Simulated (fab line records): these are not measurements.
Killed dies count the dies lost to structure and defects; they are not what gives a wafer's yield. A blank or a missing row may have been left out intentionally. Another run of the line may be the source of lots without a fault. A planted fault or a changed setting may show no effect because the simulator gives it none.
Which of the tools did it?    flow gf180mcu    7 lots, 21 wafers sampled, at 2 steps of a route of 602

== WHAT THE GAUGES SHOWED, per wafer ==
GF_HV_LDD_OVL_MEAS_20.
lot   measured      on          HV_LDD_01_OVL (nm)
L858  day 11 05:11  overlay-01  -1.2 0.4 -1.7
L860  day 11 20:44  overlay-02  0.3 1.2 0.8
L862  day 12 15:35  overlay-02  -0.5 1.5 0.6
L870  day 15 08:35  overlay-02  0.9 1.4 0.6
L872  day 15 20:17  overlay-01  -52.2 -54.2 -52.3
L876  day 17 03:11  overlay-01  0.9 2.3 -0.8
L879  day 18 08:43  overlay-02  0.3 0.8 1.6

== TOOL THAT RAN EACH LOT (tool first, then ch and the chambers of the sampled wafers, then the start) ==
lot   GF_HV_LDD_EXPOSE_16
L858  iline-stepper-01 ch 0, day 10 20:08
L860  iline-stepper-02 ch 0, day 11 11:35
L862  iline-stepper-01 ch 0, day 12 05:47
L870  iline-stepper-02 ch 0, day 14 22:00
L872  iline-stepper-02 ch 0, day 15 09:40
L876  iline-stepper-01 ch 0, day 16 15:58
L879  iline-stepper-01 ch 0, day 17 20:53
- GF_HV_LDD_EXPOSE_16: exposes mask Pplus LV AREA, target cd 400 nm.

== THE ANSWER, worked out from the rows above alone ==
Rule: the lots themselves supply what counts as usual. The widest of any qualifying gaps counts: lots, ordered by their means at a reading, are off when they make up no more than a third of the lots, leave a main group of 4 or more, and stand apart from it by 3 or more times the standard deviation of that group's means. The tables above print the reading to a certain number of digits; a main group whose means all agree to those digits is not used. A lot without any number at a reading at which 4 lots or more have one is off too. All remaining lots with rows at the step are treated as sound.
Off: at GF_HV_LDD_OVL_MEAS_20 (HV_LDD_01_OVL), L872. Main group: mean 0.5 nm, sd 0.62.
A tool fits if, at a process step before that reading, it ran every lot that is off, and no sound lot after the first of them. Those tools and the gauges at GF_HV_LDD_OVL_MEAS_20 are tried in the same way. One fits: iline-stepper-02 at GF_HV_LDD_EXPOSE_16. A fault onset in the window from L870 (day 14 22:00, its last sound lot) to L872 (day 15 09:40, its first lot off) fits.

== WHAT THE SIMULATOR HAD PUT IN ==
Scanner matching overlay: iline-stepper-02, from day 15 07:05 on, at GF_HV_LDD_EXPOSE_16. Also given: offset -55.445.
Struck lots among those shown: L872. Same finding as the rule above.
